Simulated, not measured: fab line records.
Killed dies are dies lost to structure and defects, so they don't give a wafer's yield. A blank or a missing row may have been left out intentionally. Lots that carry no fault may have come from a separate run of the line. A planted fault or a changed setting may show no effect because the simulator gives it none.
A single fault, viewed from 2 desks | flow sfqLine | each desk holds nothing but its own numbers, with what lay behind them at the end

## FOR THE TOOL OWNER'S DESK: rieMetal-01
The tool's own readings at SFQ_TRILAYER_R5_ETCH_METAL_ETCH_139 (etches the open film in Cl2, stops on SiO2, target depth 60 nm, time 40 s): means of the sampled wafers that have a number, for each lot that ran on this tool. A lot is out of limits, marked OUT, if its mean lies more than 4 standard deviations from the usual mean; the brackets give that distance.
Columns: A = drypumpMotorCurrentA at SFQ_TRILAYER_R5_ETCH_METAL_ETCH_139, usual 5.51 A; B = heBacksideLeakSccm at SFQ_TRILAYER_R5_ETCH_METAL_ETCH_139, usual 3.50 sccm; C = oesProductAu at SFQ_TRILAYER_R5_ETCH_METAL_ETCH_139, usual 0.991 a.u.
lot  | first seen here | A    | B    | C
L146 | day 75 01:28    | 5.74 | 3.35 | 0.892 (-17) OUT
L147 | day 75 03:52    | 5.77 | 3.46 | 0.945 (-7.8) OUT
L151 | day 75 12:14    | 5.73 | 3.43 | 0.900 (-15) OUT
L156 | day 80 04:44    | 5.76 | 3.32 | 0.997
This desk finds L146, L147, L151 out of limits, L146 being first, at day 75 01:28 (oesProductAu at SFQ_TRILAYER_R5_ETCH_METAL_ETCH_139). In limits: L156.

## THE METROLOGY DESK
What the gauges read, lot by lot, whatever tool the lot ran on: means of the sampled wafers that have a number. A lot is out of limits, marked OUT, if its mean lies more than 4 standard deviations from the usual mean; the brackets give that distance.
Columns: A = R5_MONX_RS at SFQ_R5_RS_MEAS_933, usual 7.03 ohm/sq; B = R5_MONX_THK at SFQ_R5_THK_MEAS_934, usual 39.7 nm; C = R5_OVL at SFQ_R5_OVL_MEAS_935, usual 3 nm; D = I5_OVL at SFQ_I5_OVL_MEAS_936, usual 3 nm; E = C5_OVL at SFQ_C5_OVL_MEAS_937, usual 2 nm; F = M6_NB_RS at SFQ_M6_RS_MEAS_938, usual 0.886 ohm/sq; G = M8_BOW at SFQ_M8_BOW_MEAS_951, usual 8 um
lot  | first seen here | A    | B    | C  | D  | E   | F     | G
L144 | day 70 17:40    | 6.93 | 40.3 | 7  | -2 | -4  | 0.880 | 1
L146 | day 70 21:53    | 7.00 | 39.8 | 7  | 1  | 1   | 0.885 | 7
L147 | day 70 23:43    | 6.93 | 40.4 | 5  | 4  | 2   | 0.897 | -14
L151 | day 71 06:51    | 7.00 | 40.1 | 8  | -0 | 5   | 0.901 | 10
L152 | day 74 07:14    | 6.96 | 40.0 | -3 | -6 | -11 | 0.863 | 7
L156 | day 76 03:17    | 7.06 | 39.8 | 0  | 13 | 9   | 0.886 | 21
L160 | day 76 18:46    | 7.11 | 39.3 | -5 | -8 | -1  | 0.885 | 13
This desk's finding: nothing out of limits on any of the 7 lots.

## ALL TOGETHER
On L146, L147, L151, at day 75 01:28, an alarm was possible from the tool owner's desk.
Metrology desk: nothing out of limits seen.
The metrology desk holds a record of L146, L147, L151, inside its limits.
The lots listed all ran SFQ_TRILAYER_R5_ETCH_METAL_ETCH_139 on rieMetal-01.

## WHAT WAS PUT IN BY THE SIMULATOR
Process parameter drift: rieMetal-01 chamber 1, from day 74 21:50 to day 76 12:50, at SFQ_TRILAYER_R5_ETCH_METAL_ETCH_139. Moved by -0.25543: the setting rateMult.
Shown lots that were struck: L146, L147, L151.
Time in hours from fault onset to the first out-of-limits reading at each desk: the tool owner's desk, 4.
